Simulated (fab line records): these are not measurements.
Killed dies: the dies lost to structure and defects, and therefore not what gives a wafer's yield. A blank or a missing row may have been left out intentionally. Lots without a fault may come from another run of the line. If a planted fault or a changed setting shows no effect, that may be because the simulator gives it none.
A lot that was struck, set against a sound lot || flow sky130 || 36 steps out of a route of 708
Sound: the wafers L794.1, L794.2, L794.4. Wafers struck: L792.1, L792.2, L792.5. The cause is given at the end.
At each step with rows: each side's tool, then ch and its chambers, then its first start. Under that, the readings that differ: sound wafers || struck wafers || difference of the means || sigmas: that difference in standard deviations of wafers without a fault.
alike: readings whose means differ by less than 2 such deviations, and words and numbers that are the same on both sides. not compared: withheld readings, readings that some wafer has no value for, bounds like >300 that may hide the same value, and numbers for which the record gives no deviation and whose values overlap.
The two part at a step that has a row with sigmas, a row that says differs or no value, or rows on one side only. Non-overlapping numbers with no deviation appear without sigmas and do not part them. A reading that every wafer of one side lacks parts them only if that side has two wafers or more.

first, 5 steps without rows for these wafers: SKY_VT_ADJUST_HVTR_COAT_02 (resist thk 1140 nm); SKY_VT_ADJUST_HVTR_SOFTBAKE_03 (time 60 s); SKY_VT_ADJUST_HVTR_EXPOSE_04 (exposes mask HVTRM, target cd 380 nm); SKY_VT_ADJUST_HVTR_PEB_05; SKY_VT_ADJUST_HVTR_DEVELOP_06 (develop time 60 s).
SKY_VT_ADJUST_HVTR_CD_MEAS_07: the cd target is 380 nm.
  sound on cdSem-02 at day 14 14:24; struck on cdSem-01 at day 14 02:40
  alike: cdNm
SKY_VT_ADJUST_HVTR_OVL_MEAS_08:
  sound on overlay-01 at day 14 14:31; struck on overlay-01 at day 14 02:47
  alike: VT_ADJUST_HVTR_OVL
after that, 1 step had no rows for these wafers: SKY_VT_ADJUST_HVTR_IMPLANT_09.
SKY_VT_ADJUST_HVTR_STRIP_10: strips in O2/N2.
  sound on plasmaAsher-02 ch 0,1, day 14 14:43; struck on plasmaAsher-02 ch 0,1, day 14 02:58
  alike: drypumpMotorCurrentA, oesProductAu, stripTimeToEndpointS
  not compared: rfHoursCounterH
SKY_VT_ADJUST_HVTR_TW_MEAS_11:
  sound on filmMetro-04 at day 14 14:49; struck on filmMetro-01 at day 14 03:04
{"reading": "VT_ADJUST_HVTR_TW", "sound": "213.4 213.5 212.8", "struck": "206.6 206.5 207.9", "difference": -6.2, "sigmas": -2}
then, 2 steps without rows for these wafers: SKY_VT_ADJUST_PCH_DEHYDRATE_00 (time 60 s); SKY_VT_ADJUST_PCH_HMDS_01 (prime time 60 s).
SKY_VT_ADJUST_PCH_COAT_02: resist thk 3000 nm.
  sound on lithoTrack-02 ch 0, day 15 03:34; struck on lithoTrack-02, day 14 15:49
  no value came back on the struck wafers for chillPlateTempC (C), dispensePressureKPa (kPa), exhaustPa (Pa); on the sound wafers chillPlateTempC (C) reads 22.82 23.11 22.90
then, 4 steps without rows for these wafers: SKY_VT_ADJUST_PCH_SOFTBAKE_03; SKY_VT_ADJUST_PCH_EXPOSE_04 (exposes mask NWM, target cd 840 nm); SKY_VT_ADJUST_PCH_PEB_05; SKY_VT_ADJUST_PCH_DEVELOP_06 (develop time 60 s).
SKY_VT_ADJUST_PCH_OVL_MEAS_07:
  sound on overlay-01 at day 15 17:22; struck on overlay-01 at day 15 04:58
{"reading": "VT_ADJUST_PCH_OVL (nm)", "sound": "0.7 -0.8 0.1", "struck": "- - -", "difference": "no value on the struck wafers", "sigmas": ""}
after that, 1 step had no rows for these wafers: SKY_VT_ADJUST_PCH_IMPLANT_08.
SKY_VT_ADJUST_PCH_STRIP_09: strips in O2/N2.
  sound on plasmaAsher-01 ch 0,1, day 15 17:33; struck on plasmaAsher-03 ch 0,1, day 15 05:09
  no value came back on the struck wafers for oesProductAu (a.u.), stripTimeToEndpointS (s); on the sound wafers oesProductAu (a.u.) reads 0.719 0.714 0.721
  alike: drypumpMotorCurrentA
  not compared: rfHoursCounterH
SKY_VT_ADJUST_PCH_TW_MEAS_10:
  sound on filmMetro-01 at day 15 17:39; struck on filmMetro-03 at day 15 05:15
{"reading": "VT_ADJUST_PCH_TW", "sound": "140.3 140.4 139.6", "struck": "142.7 143.3 143.9", "difference": "+3.2", "sigmas": "+2"}
then, 7 steps without rows for these wafers: SKY_SONOS_TUNNEL_DEHYDRATE_00 (time 60 s); SKY_SONOS_TUNNEL_HMDS_01 (prime time 60 s); SKY_SONOS_TUNNEL_COAT_02 (resist thk 1140 nm); SKY_SONOS_TUNNEL_SOFTBAKE_03 (time 60 s); SKY_SONOS_TUNNEL_EXPOSE_04 (exposes mask TUNM, target cd 410 nm); SKY_SONOS_TUNNEL_PEB_05; SKY_SONOS_TUNNEL_DEVELOP_06 (develop time 60 s).
SKY_SONOS_TUNNEL_CD_MEAS_07: the cd target is 410 nm.
  sound on cdSem-01 at day 16 22:00; struck on cdSem-01 at day 16 08:33
  alike: cdNm
SKY_SONOS_TUNNEL_OVL_MEAS_08:
  sound on overlay-02 at day 16 22:07; struck on overlay-01 at day 16 08:40
  alike: SONOS_TUNNEL_OVL
then, 3 steps without rows for these wafers: SKY_SONOS_TUNNEL_IMPLANT_09; SKY_SONOS_TUNNEL_WET_ETCH_10 (etches SiO2 in dHF, target depth 14 nm, time 280 s); SKY_SONOS_TUNNEL_STRIP_11 (strips in SPM, time 600 s).
SKY_SONOS_TUNNEL_TW_MEAS_12:
  sound on filmMetro-04 at day 16 22:34; struck on filmMetro-03 at day 16 09:21
{"reading": "SONOS_TUNNEL_TW", "sound": "199.6 199.4 198.7", "struck": "212.8 211.8 212.0", "difference": "+13.0", "sigmas": "+9"}
  not compared: hold
SKY_SONOS_ONO_OXIDATION_00: stabilise 600 s, purge 300 s, target thk 2.6 nm.
  sound on furnace-01 ch 0, day 16 22:38; struck on furnace-01 ch 0, day 16 16:55
  alike: tube_center_temp_C_max
  not compared: model.SiO2_of_SONOS_ONO_OXIDATION_00.thkNm
SKY_SONOS_ONO_THK_MEAS_01:
  sound on filmMetro-04 at day 16 23:59; struck on filmMetro-03 at day 16 18:19
  alike: SONOS_ONO_OXIDATION_THK

## WHERE THEY PART
At SKY_VT_ADJUST_HVTR_TW_MEAS_11 first; at SKY_SONOS_TUNNEL_TW_MEAS_12 last (within this record only). Later steps at which nothing parts them and some readings are alike: SKY_SONOS_ONO_OXIDATION_00, SKY_SONOS_ONO_THK_MEAS_01.

WHY: what had been put in by the simulator
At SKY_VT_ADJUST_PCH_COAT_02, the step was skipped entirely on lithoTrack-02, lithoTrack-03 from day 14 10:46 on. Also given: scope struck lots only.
